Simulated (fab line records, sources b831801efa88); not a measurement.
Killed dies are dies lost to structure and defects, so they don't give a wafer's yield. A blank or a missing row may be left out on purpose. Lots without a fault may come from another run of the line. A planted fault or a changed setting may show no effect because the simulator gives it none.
Problem report in the 8D (eight disciplines) form, filled by code | flow gf180mcu | the parts of the form that need people (team, actions taken, sign-off) are left out

1. THE PROBLEM
developer_temp_C at GF_M3_DEVELOP_13 reads a mean of 20.15 C on 6 wafers of 2 lots; wafers without a fault read 21.02 C with a standard deviation of 0.12. That is -7.2 standard deviations from the usual mean.
The step: develop time 60 s.
First seen on wafer L153.3, day 25 03:25, on litho_track-01. The record holds 39 wafers of 13 lots with a number at this step. Rule for "out", or "out of limits": more than 4 standard deviations from the usual mean. The other wafers with a number count as sound.

2. WHAT IT IS AND WHAT IT IS NOT
question                    | is                     | is not
which readings at this step | developer_temp_C       | -
which lots                  | L153, L157             | L142, L143, L144, L145, L146, L147, L148, L151, L158, L162, L165
which wafers of those lots  | all that have a number | -
read on which tools         | litho_track-01         | litho_track-02, litho_track-04
when                        | from day 25 03:25      | up to then (24 sound wafers); but 9 sound wafers of L158, L162, L165 came after

3. SUSPECTS, AND WHAT RULES EACH OUT
Counting: a tool at a process step up to the reading stays a suspect if it ran every lot that is out and no sound lot after the first of them.
- litho_track-01 at GF_M3_DEVELOP_13 (develop time 60 s): kept. It ran every lot that is out, first L153 (day 25 03:25), and no sound lot after that; its last sound lot up to then is L151 (day 24 21:04). Its own readings are out on those wafers: developer_temp_C.
Left after counting: litho_track-01 at GF_M3_DEVELOP_13.

4. THE CAUSE (what the simulator had put in)
Process parameter drift: litho_track-01, from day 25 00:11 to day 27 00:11, at GF_M3_DEVELOP_13. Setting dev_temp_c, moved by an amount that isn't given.
Counting left only this tool.

5. THE CHAIN OF EFFECTS, in route order
Each row: a reading whose mean over the struck wafers that have a number lies more than 3 standard deviations from the usual. Only readings for which the record gives a usual standard deviation are gone through. hours: the time from each lot's start at the first step in this table that gives one to its start at this step, as a median over the lots. sigmas: the change in usual standard deviations.
hours | step             | reading          | usual   | on struck wafers | change | sigmas
0     | GF_M3_DEVELOP_13 | developer_temp_C | 21.02 C | 20.15            | -0.87  | -7.2
The process steps in it:
- GF_M3_DEVELOP_13: develop time 60 s.

6. WHAT WOULD HAVE CAUGHT IT SOONER
In this record the first reading out of limits was taken at day 25 03:25, 3 hours after the fault began at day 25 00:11.
